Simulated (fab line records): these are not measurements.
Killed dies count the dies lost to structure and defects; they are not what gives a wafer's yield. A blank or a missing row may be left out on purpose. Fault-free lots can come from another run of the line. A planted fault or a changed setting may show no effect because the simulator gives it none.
fab line records | flow sfq_line
record: lots: 6 wafers: 16 last_day: 77
route steps=325 shown M5@202 A5B@209 R5@212
lots that met no fault: from a run of the same line without faults
start_h: hours from the record's first day to the start of the lot's first wafer shown | wait_h: hours elapsed since this lot's preceding step | " as in the row above | L1.1+2: one row covering several wafers at once | - no value, or no start was given | * or withheld: withheld | < > ~ a bound
route shown NAME@n: names a module that has steps shown in the file, with the first one's number in the route | usual: average and standard deviation across the fault-free wafers | same: alike in all rows | chamber/n: place in a boat | sites: the reading at each site | _std_site: how widely they spread, as a standard deviation | _edge_site: outer sites' mean less inner sites' | radius_mm: for every site, how far away it sits from the centre of the wafer | mask NAME#n: copy n | behind: the tool/chamber that last shaped the wafer | hold: what put the lot on hold/how long, in hours/how the hold closed | device: which transistor (n, p or np) failed to switch | end of line: the tests these same wafers got at the end of their route | a step with no rows: only its recipe | killed: not the wafer's yield, but the dies lost to structure and defects at the first sort | map: shows each die of a wafer: x if killed, . if not, _ if none is there
set.NAME: the setting that was run; set.NAME@STEP: the one run at that earlier step | model.NAME: the simulator's own value behind a step, which no gauge read
lots seen at some steps along the route; tables by step, rows by wafer
services: the hour from which a tool's chamber was out of use, counted from the record's first day as start_h (under 0 if before that day), plus the number of hours and why
== steps ==
step: SFQ_TRILAYER_M5_LITHO_PEB_126
recipe: peb_temp_c: 115 peb_time_s: 60 resist: KrF
step: SFQ_TRILAYER_M5_LITHO_DEVELOP_125
recipe: time_s: 60 resist: KrF
step: SFQ_M5_OVL_MEAS_932
usual: M5_OVL: -4/5.9
columns lot.wafer tool chamber start_h wait_h M5_OVL[nm]
L220.4 overlay-01 - 1112.71 0.1 7
L220.5 " - " " 1
L220.6 " - " " 5
L222.3 overlay-01 - 1125.91 0.1 6
L222.4 " - " " 2
L222.5 " - " " 2
L224.4 overlay-02 - 1131.91 0.1 2
L224.5 " - " " -6
L226.3 overlay-02 - 1151.21 0.1 -8
L226.4 " - " " -13
L234.3 overlay-02 - 1208.81 0.1 -14
L234.4 " - " " -6
L234.6 " - " " -1
L237.1 overlay-02 - 1225.60 0.1 9
L237.2 " - " " 0
L237.3 " - " " 6
step: SFQ_TRILAYER_M5_BARC_OPEN_METAL_ETCH_161
recipe: mask_material: PR chemistry: O2 target_depth_nm: 125 target: BARC icp_w: 600 bias_w: 80 pressure_mtorr: 10 time_s: 41.7
usual: drypump_motor_current_A: 5.4/0.41 oes_product_au: 0.686/0.0049
columns lot.wafer tool chamber start_h wait_h drypump_motor_current_A oes_product_au rf_hours_counter_h
L220.4 rie_metal-04 1 1112.75 0.0 5.8 0.686 -
L220.5 " 1 " " 5.8 0.684 -
L220.6 " 0 " " 6.0 0.692 -
L222.3 rie_metal-01 1 1125.95 0.0 5.8 0.689 -
L222.4 " 0 " " 5.0 0.687 -
L222.5 " 0 " " 5.0 0.690 -
L224.4 rie_metal-01 1 1131.95 0.0 5.8 0.687 -
L224.5 " 1 " " 5.9 0.687 -
L226.3 rie_metal-01 1 1151.25 0.0 5.9 0.684 -
L226.4 " 0 " " 5.0 0.681 -
L234.3 rie_metal-01 0 1208.85 0.0 5.0 0.682 -
L234.4 " 1 " " 5.8 0.686 -
L234.6 " 1 " " 5.8 0.683 -
L237.1 rie_metal-03 1 1225.63 0.0 5.3 0.680 119
L237.2 " 0 " " 5.1 0.681 128
L237.3 " 0 " " 5.1 0.683 -
step: SFQ_TRILAYER_M5_ETCH_METAL_ETCH_126
recipe: target: Nb stop_on: SiO2 mask_material: PR over_etch_frac: 0.15 time_s: 203.2 chemistry: Cl2/BCl3 target_depth_nm: 265 icp_w: 600 bias_w: 80 pressure_mtorr: 10
usual: drypump_motor_current_A: 5.4/0.41 oes_product_au: 0.726/0.0062
same: over_etch_frac: 0.15
columns lot.wafer tool chamber start_h wait_h drypump_motor_current_A oes_product_au rf_hours_counter_h
L220.4 rie_metal-04 1 1112.86 0.1 5.8 0.732 -
L220.5 " 1 " " 5.8 0.720 -
L220.6 " 0 " " 6.0 0.722 -
L222.3 rie_metal-01 1 1126.06 0.1 5.8 0.727 -
L222.4 " 0 " " 5.0 0.716 -
L222.5 " 0 " " 5.0 0.722 -
L224.4 rie_metal-01 1 1132.06 0.1 5.8 0.729 -
L224.5 " 1 " " 5.8 0.725 -
L226.3 rie_metal-01 1 1151.36 0.1 5.8 0.720 -
L226.4 " 0 " " 5.0 0.728 -
L234.3 rie_metal-01 0 1208.96 0.1 5.0 0.727 -
L234.4 " 1 " " 5.8 0.724 -
L234.6 " 1 " " 5.8 0.732 -
L237.1 rie_metal-03 1 1225.69 0.0 5.3 0.726 119
L237.2 " 0 " " 5.1 0.721 128
L237.3 " 0 " " 5.1 0.725 -
step: SFQ_TRILAYER_M5_STRIP_STRIP_127
recipe: gas: O2 power_w: 200 platen_temp_c: 40 overash_fraction: 0.65 chemistry: O2 pressure_mtorr: 50
step: SFQ_TRILAYER_M5_STRIP_SOLV_CLEAN_128
recipe: chemistry: NMP temp_c: 70 time_s: 600
step: SFQ_TRILAYER_A5B_DEP_PECVD_129
recipe: material: SiO2 temp_c: 150 time_s: 133.33 pressure_torr: 2.4 rf_w: 183.3 precursor: SiH4/N2O target_thk_nm: 600
step: SFQ_TRILAYER_A5B_CMP_CMP_130
recipe: stop_on: Nb down_force_psi: 3 platen_rpm: 60 target_thk_nm: 340.7
usual: motor_current_A: 9.7/0.63 slurry_filter_dp_kPa: 13.50/0.16
columns lot.wafer tool chamber start_h wait_h motor_current_A slurry_filter_dp_kPa
L220.4 cmp-02 2 1149.00 35.1 10.1 13.41
L220.5 " 2 1151.00 37.1 10.5 13.66
L220.6 " 3 " " 11.1 13.52
L222.3 cmp-01 3 1162.60 35.5 9.0 13.60
L222.4 " 2 1164.10 37.0 9.5 13.43
L222.5 " 3 " " 10.4 13.48
L224.4 cmp-02 2 1170.00 36.9 10.2 13.16
L224.5 " 3 1172.50 39.4 11.3 13.36
L226.4 cmp-01 0 1189.60 37.2 9.6 13.54
L226.3 " 3 1191.10 38.8 9.2 13.57
L234.4 cmp-02 0 1239.65 29.7 9.6 13.56
L234.3 " 1 " " 8.9 13.73
L234.6 " 1 1242.15 32.2 8.5 13.62
L237.1 cmp-02 1 1252.15 25.4 8.8 13.59
L237.2 " 2 " " 10.0 13.38
L237.3 " 3 " " 11.5 13.65
step: SFQ_TRILAYER_A5B_METRO_MEASURE_131
step: SFQ_TRILAYER_R5_DEP_SPUTTER_132
recipe: material: Ti base_pressure_pa: 1.33e-06 target_thk_nm: 5 power_w: 2000 time_s: 5 chamber_pressure_pa: 0.4
usual: chamber_pressure_pa: 0.4001/0.00074 throttle_valve_pct: 30.0/1
columns lot.wafer tool chamber start_h wait_h chamber_pressure_pa throttle_valve_pct
L220.4 pvd_sputter-05 - 1153.20 0.4 0.4006 31.2
L220.5 " - " " 0.4008 31.1
L220.6 " - " " 0.3994 30.8
L222.3 pvd_sputter-05 - 1166.80 0.6 0.4006 28.5
L222.4 " - " " 0.4009 29.6
L222.5 " - " " 0.3989 30.9
L224.4 pvd_sputter-05 - 1174.20 0.4 0.4003 28.1
L224.5 " - " " 0.4001 31.4
L226.3 pvd_sputter-05 - 1193.80 0.6 0.4005 29.8
L226.4 " - " " 0.3993 30.9
L234.3 pvd_sputter-06 - 1243.85 0.6 0.4005 29.2
L234.4 " - " " 0.3993 31.3
L234.6 " - " " 0.4001 31.2
L237.1 pvd_sputter-06 - 1255.85 1.0 0.4017 29.4
L237.2 " - " " 0.4003 31.2
L237.3 " - " " 0.3996 29.3
step: SFQ_TRILAYER_R5_DEP_SPUTTER_133
recipe: material: MoNx base_pressure_pa: 1.33e-06 target_thk_nm: 40 power_w: 1000 time_s: 66.7 chamber_pressure_pa: 0.4
usual: chamber_pressure_pa: 0.4001/0.00084 throttle_valve_pct: 30.0/1
columns lot.wafer tool chamber start_h wait_h chamber_pressure_pa throttle_valve_pct
L220.4 pvd_sputter-05 - 1153.22 0.0 0.4011 31.1
L220.5 " - " " 0.4004 30.9
L220.6 " - " " 0.3992 31.0
L222.3 pvd_sputter-05 - 1166.81 0.0 0.4007 28.6
L222.4 " - " " 0.4007 29.9
L222.5 " - " " 0.4004 31.4
L224.4 pvd_sputter-05 - 1174.22 0.0 0.4008 28.3
L224.5 " - " " 0.4003 30.8
L226.3 pvd_sputter-05 - 1193.81 0.0 0.3995 29.7
L226.4 " - " " 0.3981 31.0
L234.3 pvd_sputter-06 - 1243.87 0.0 0.3987 29.4
L234.4 " - " " 0.4000 31.4
L234.6 " - " " 0.4003 31.2
L237.1 pvd_sputter-06 - 1255.87 0.0 0.4000 29.6
L237.2 " - " " 0.3999 30.9
L237.3 " - " " 0.4012 29.1
step: SFQ_TRILAYER_R5_DEP_SPUTTER_134
recipe: material: Ti base_pressure_pa: 1.33e-06 target_thk_nm: 5 power_w: 2000 time_s: 5 chamber_pressure_pa: 0.4
usual: chamber_pressure_pa: 0.3999/0.00084 throttle_valve_pct: 30.0/1
columns lot.wafer tool chamber start_h wait_h chamber_pressure_pa throttle_valve_pct model.Ti_of_TRILAYER_R5_DEP_SPUTTER_134.thk_nm
L220.4 pvd_sputter-05 - 1153.27 0.0 0.3995 31.1 4.967
L220.5 " - " " 0.3999 31.1 5.095
L220.6 " - " " 0.4003 30.9 5.073
L222.3 pvd_sputter-05 - 1166.87 0.0 0.4001 28.4 5.014
L222.4 " - " " 0.3991 29.6 5.086
L222.5 " - " " 0.4008 31.2 4.991
L224.4 pvd_sputter-05 - 1174.27 0.0 0.3994 28.8 4.982
L224.5 " - " " 0.3994 30.8 6.502
L226.3 pvd_sputter-05 - 1193.87 0.0 0.3979 29.5 6.742
L226.4 " - " " 0.4011 30.9 4.956
L234.3 pvd_sputter-06 - 1243.92 0.0 0.3988 29.5 4.962
L234.4 " - " " 0.3995 31.1 5.262
L234.6 " - " " 0.4004 31.2 5.284
L237.1 pvd_sputter-06 - 1255.92 0.0 0.4012 29.5 4.78
L237.2 " - " " 0.4013 31.2 5.05
L237.3 " - " " 0.3988 29.2 4.861
step: SFQ_R5_RS_MEAS_933
recipe: thk_meas_gauge: four-point-probe reads: Ti_of_TRILAYER_R5_DEP_SPUTTER_134+MoNx_of_TRILAYER_R5_DEP_SPUTTER_133+Ti_of_TRILAYER_R5_DEP_SPUTTER_132
usual: R5_MONX_RS: 7.04/0.09
columns lot.wafer tool chamber start_h wait_h R5_MONX_RS[ohm/sq]
L220.4 film_metro-01 - 1153.35 0.1 7.08
L220.5 " - " " 7.10
L220.6 " - " " 6.97
L222.3 film_metro-04 - 1166.93 0.0 7.15
L222.4 " - " " 7.03
L222.5 " - " " 7.15
L224.4 film_metro-01 - 1174.35 0.1 7.00
L224.5 " - " " 7.02
L226.3 film_metro-03 - 1193.93 0.0 6.89
L226.4 " - " " 7.10
L234.3 film_metro-01 - 1243.98 0.0 7.04
L234.4 " - " " 7.14
L234.6 " - " " 7.12
L237.1 film_metro-04 - 1255.94 0.0 7.02
L237.2 " - " " 7.02
L237.3 " - " " 7.16
== services ==
columns tool chamber start_h hours kind
cmp-01 - 1090.85 4.0 pm
cmp-01 - 1094.85 - consumable_replace:conditioner
cmp-01 - 1094.85 - consumable_replace:pad
cmp-01 - 1097.74 2.0 repair
pvd_sputter-06 1 1104.59 - consumable_replace:kit
pvd_sputter-06 1 1104.59 18.0 scheduled_down
pvd_sputter-06 1 1104.59 18.0 vent_cycle
cmp-01 - 1105.25 3.3 repair
cmp-02 - 1116.30 2.4 repair
cmp-02 - 1161.53 1.1 repair
rie_metal-03 1 1162.17 7.6 repair
cmp-02 - 1173.00 3.7 pm
rie_metal-03 0 1173.82 10.9 repair
pvd_sputter-06 - 1178.60 8.1 repair
pvd_sputter-05 3 1188.28 - consumable_replace:kit
pvd_sputter-05 3 1188.28 18.0 scheduled_down
pvd_sputter-05 3 1188.28 18.0 vent_cycle
rie_metal-04 - 1242.37 0.2 repair
rie_metal-03 - 1244.32 2.8 pm
cmp-02 - 1254.65 4.0 pm
== key ==
first_sign none at tools or gauges
model_effect: step: SFQ_TRILAYER_R5_DEP_SPUTTER_134 value: Ti_of_TRILAYER_R5_DEP_SPUTTER_134.thk_nm without: 4.977 struck: 6.622
met_at SFQ_TRILAYER_R5_DEP_SPUTTER_134
struck_wafers L224.5,L226.3
onset_between 1166.87 1174.27
fault: kind: process_parameter_drift tool: pvd_sputter-05 chamber: - onset_h: 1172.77 steps: SFQ_TRILAYER_R5_DEP_SPUTTER_134 channel: target_thk_nm offset: 1.6453 shape: step end_h: 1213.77 scope: struck_wafers_only acts_in: these_recipes_only stated: 5
